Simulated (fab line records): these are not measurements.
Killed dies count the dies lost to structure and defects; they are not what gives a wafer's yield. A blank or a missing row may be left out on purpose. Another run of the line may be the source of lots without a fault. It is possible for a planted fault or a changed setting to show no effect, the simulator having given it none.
The same fault as seen by 2 desks || flow sky130 || each desk has only its own numbers; what lay behind them comes last

== THE METROLOGY DESK ==
Means of the sampled wafers that have a number, per lot and without regard to the tool the lot ran on: this is what the gauges read. Any lot whose mean is over 4 standard deviations away from the usual mean is out of limits and marked OUT; that distance is given in the brackets.
Columns: A = CAP2M_TIN_THK at SKY_CAP2M_THK_MEAS_04, usual 200.0 nm
{"lot": "L416", "first seen here": "day 39 20:17", "A": 200.5}
{"lot": "L418", "first seen here": "day 40 06:23", "A": 201.3}
{"lot": "L417", "first seen here": "day 40 07:10", "A": 197.4}
{"lot": "L422", "first seen here": "day 41 10:31", "A": 200.6}
{"lot": "L424", "first seen here": "day 42 06:02", "A": 202.1}
{"lot": "L425", "first seen here": "day 42 09:58", "A": 198.0}
{"lot": "L426", "first seen here": "day 42 14:33", "A": 198.6}
{"lot": "L428", "first seen here": "day 43 09:17", "A": 201.2}
{"lot": "L429", "first seen here": "day 43 11:26", "A": 200.3}
{"lot": "L430", "first seen here": "day 43 21:13", "A": 198.7}
{"lot": "L436", "first seen here": "day 45 15:59", "A": 199.6}
{"lot": "L435", "first seen here": "day 45 18:02", "A": 199.7}
This desk's finding: nothing out of limits on any of the 12 lots.

== AT THE TOOL OWNER'S DESK: pvd-sputter-03 ==
The tool's own readings at SKY_METAL5_SPUTTER_03 (material Ti, target thk 5 nm, time 3.3 s): means of the sampled wafers that have a number, for each lot that ran on this tool. Any lot whose mean is over 4 standard deviations away from the usual mean is out of limits and marked OUT; that distance is given in the brackets.
Columns: A = cathode-dc-power-W at SKY_METAL5_SPUTTER_03, usual 3000.1 W; B = throttle-valve-pct at SKY_METAL5_SPUTTER_03, usual 30.0 %
{"lot": "L417", "first seen here": "day 43 09:37", "A": 3000.2, "B": 30.5}
{"lot": "L422", "first seen here": "day 44 11:58", "A": 2999.8, "B": 31.6}
{"lot": "L424", "first seen here": "day 45 04:13", "A": 3000.3, "B": 29.4}
{"lot": "L426", "first seen here": "day 45 13:28", "A": 3000.0, "B": 32.1}
{"lot": "L436", "first seen here": "day 48 07:24", "A": "2881.4 (-99 or more) OUT", "B": 29.5}
This desk finds L436 out of limits, L436 being first, at day 48 07:24 (cathode-dc-power-W at SKY_METAL5_SPUTTER_03). L417, L422, L424, L426 stayed within limits.

== TAKEN TOGETHER ==
The tool owner's desk had the chance to raise an alarm at day 48 07:24 on L436.
At the metrology desk, nothing out of limits was observed.
The metrology desk holds a record of L436, inside its limits.
The lots listed all ran SKY_METAL5_SPUTTER_03 on pvd-sputter-03.

== WHAT THE SIMULATOR HAD INSERTED ==
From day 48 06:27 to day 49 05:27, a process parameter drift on pvd-sputter-03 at SKY_METAL5_SPUTTER_03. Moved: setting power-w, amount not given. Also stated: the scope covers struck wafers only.
Lots struck among those shown: L436.
Hours from the fault's start to each desk's first reading out of limits: the tool owner's desk, 1.
